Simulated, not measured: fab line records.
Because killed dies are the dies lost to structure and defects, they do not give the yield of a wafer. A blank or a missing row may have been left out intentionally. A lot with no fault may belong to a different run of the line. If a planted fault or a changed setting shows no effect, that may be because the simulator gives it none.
Which tool was responsible?    flow sky130    13 lots, 38 wafers sampled, at 5 steps of a route of 708

## WHAT EACH GAUGE READ, for each wafer
SKY_SD_P_OVL_MEAS_08.
lot   measured      on          SD_P_OVL (nm)
L744  day 25 01:26  overlay-02  1.9 -1.8 -0.9
L745  day 25 20:20  overlay-02  -0.2 -0.6 0.3
L746  day 26 13:41  overlay-02  1.2 1.4 3.3
L747  day 26 18:49  overlay-02  0.3 -2.4 -2.2
L749  day 27 10:38  overlay-02  -2.1 -3.9 -3.9
L750  day 27 22:08  overlay-02  -1.2 -0.3 0.2
L751  day 28 05:24  overlay-01  1.5 1.5 1.4
L752  day 28 12:53  overlay-01  0.2 -0.5 0.6
L753  day 28 16:02  overlay-02  -1.7 1.1 -1.9
L761  day 31 14:47  overlay-02  -0.9 1.6
L763  day 32 19:38  overlay-02  -0.1 -2.4 -2.2
L765  day 32 23:02  overlay-02  2.5 2.1 0.7
L767  day 33 12:35  overlay-01  0.0 0.0 0.0

SKY_RES_XHIGH_TW_MEAS_09.
lot   measured      on             RES_XHIGH_TW
L744  day 26 06:31  film-metro-02  1618 1621 1630
L745  day 27 01:53  film-metro-04  1593 1592 1599
L746  day 27 18:56  film-metro-01  1660 1653 1655
L747  day 28 00:03  film-metro-04  1615 1602 1608
L749  day 28 15:32  film-metro-02  1627 1621 1632
L750  day 29 02:28  film-metro-02  1619 1614 1632
L751  day 29 09:50  film-metro-01  1654 1663 1664
L752  day 29 17:38  film-metro-04  1612 1613 1605
L753  day 29 20:44  film-metro-01  1660 1664 1653
L761  day 32 17:46  film-metro-01  1641 1651
L763  day 33 21:46  film-metro-02  1617 1609 1615
L765  day 34 01:56  film-metro-04  1600 1604 1600
L767  day 34 15:44  film-metro-04  1608 1601 1602

SKY_SD_N_CD_MEAS_07: the cd target is 380 nm.
lot   measured      on         cd-nm (nm)
L744  day 27 10:56  cd-sem-01  377.8 377.7 377.7
L745  day 28 06:17  cd-sem-02  381.8 383.0 383.3
L746  day 28 22:32  cd-sem-01  382.1 380.6 382.0
L747  day 29 04:44  cd-sem-02  381.8 381.9 381.1
L749  day 29 18:55  cd-sem-02  381.4 381.1 382.0
L750  day 30 06:44  cd-sem-02  382.0 382.9 385.3
L751  day 30 12:09  cd-sem-02  377.5 375.0 377.1
L752  day 30 19:31  cd-sem-02  379.4 379.7 381.1
L753  day 30 21:56  cd-sem-01  379.0 380.9 380.2
L761  day 33 19:40  cd-sem-02  226.8 379.3
L763  day 35 00:52  cd-sem-01  379.5 378.9 379.8
L765  day 35 04:42  cd-sem-02  382.5 382.2 383.1
L767  day 35 18:24  cd-sem-02  384.5 383.8 382.2

SKY_LI_CONTACT_BOW_MEAS_03.
lot   measured      on             LI_CONTACT_BOW (um)
L744  day 27 12:37  film-metro-04  63 56 52
L745  day 28 07:57  film-metro-01  46 41 49
L746  day 29 00:13  film-metro-02  46 54 46
L747  day 29 06:25  film-metro-01  57 53 61
L749  day 29 20:36  film-metro-02  69 64 59
L750  day 30 08:29  film-metro-01  48 67 57
L751  day 30 13:50  film-metro-02  53 49 52
L752  day 30 21:11  film-metro-01  71 54 53
L753  day 30 23:37  film-metro-01  54 58 38
L761  day 33 21:37  film-metro-04  61 67
L763  day 35 02:33  film-metro-04  50 56 36
L765  day 35 06:23  film-metro-02  71 46 61
L767  day 35 20:05  film-metro-02  50 57 63

## WHICH TOOL RAN EACH LOT (tool, then ch and the chambers of the sampled wafers, then the start)
lot   SKY_SD_N_DEVELOP_06
L744  litho-track-03 ch 0, day 27 10:47
L745  litho-track-04 ch 0, day 28 06:08
L746  litho-track-03 ch 0, day 28 22:23
L747  litho-track-03 ch 0, day 29 04:37
L749  litho-track-02 ch 0, day 29 18:46
L750  litho-track-03 ch 0, day 30 06:32
L751  litho-track-03 ch 0, day 30 12:01
L752  litho-track-04 ch 0, day 30 19:22
L753  litho-track-04 ch 0, day 30 21:47
L761  litho-track-04 ch 0, day 33 19:31
L763  litho-track-02 ch 0, day 35 00:43
L765  litho-track-03 ch 0, day 35 04:34
L767  litho-track-03 ch 0, day 35 18:16
- SKY_SD_N_DEVELOP_06: develop time 60 s.

## WHAT THE TOOLS THEMSELVES READ (means of the sampled wafers that have a number; where no wafer has one, the mark that the record gives instead)
SKY_SD_N_DEVELOP_06.
lot   tool            exhaust-pa (Pa)
L744  litho-track-03  45.2
L745  litho-track-04  45.2
L746  litho-track-03  44.1
L747  litho-track-03  45.3
L749  litho-track-02  44.3
L750  litho-track-03  44.8
L751  litho-track-03  43.5
L752  litho-track-04  44.8
L753  litho-track-04  44.6
L761  litho-track-04  45.0
L763  litho-track-02  44.0
L765  litho-track-03  45.1
L767  litho-track-03  43.9

## THE ANSWER, worked out from the rows above alone
Rule: usual is defined by the lots themselves. Put in order of their means at a reading, lots are off if they are a third of the lots or fewer, leave a main group of 4 or more, and stand apart from it by a gap of 3 or more times the standard deviation of the main group's means; of several such gaps the widest counts. Not used: any main group whose means are identical at the precision the tables above print for the reading. A lot without any number at a reading at which 4 lots or more have one is off too. Any other lot the step has rows for is counted as sound. Order of review: gauges by route order, followed by the tools' own readings, for which a lot's mean as printed above is used. At the first step where some lot is off, the reading lying furthest off is the one used; lots without a number count as furthest.
Off, at SKY_SD_N_CD_MEAS_07 on cd-nm: L761. The main group has a mean of 380.9 nm with a standard deviation of 2.1.
If a tool, at a process step before that reading, ran all the lots that are off and no sound lot after the first of them, it fits. Those tools and the gauges at SKY_SD_N_CD_MEAS_07 are tried in the same way. One fits: SKY_SD_N_DEVELOP_06 on litho-track-04. Its last sound lot is L753 (day 30 21:47), its first lot that is off L761 (day 33 19:31): a fault that began between those two fits.

## WHAT THE SIMULATOR PUT IN
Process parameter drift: litho-track-04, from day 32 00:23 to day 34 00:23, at SKY_SD_N_DEVELOP_06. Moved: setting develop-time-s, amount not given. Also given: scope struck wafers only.
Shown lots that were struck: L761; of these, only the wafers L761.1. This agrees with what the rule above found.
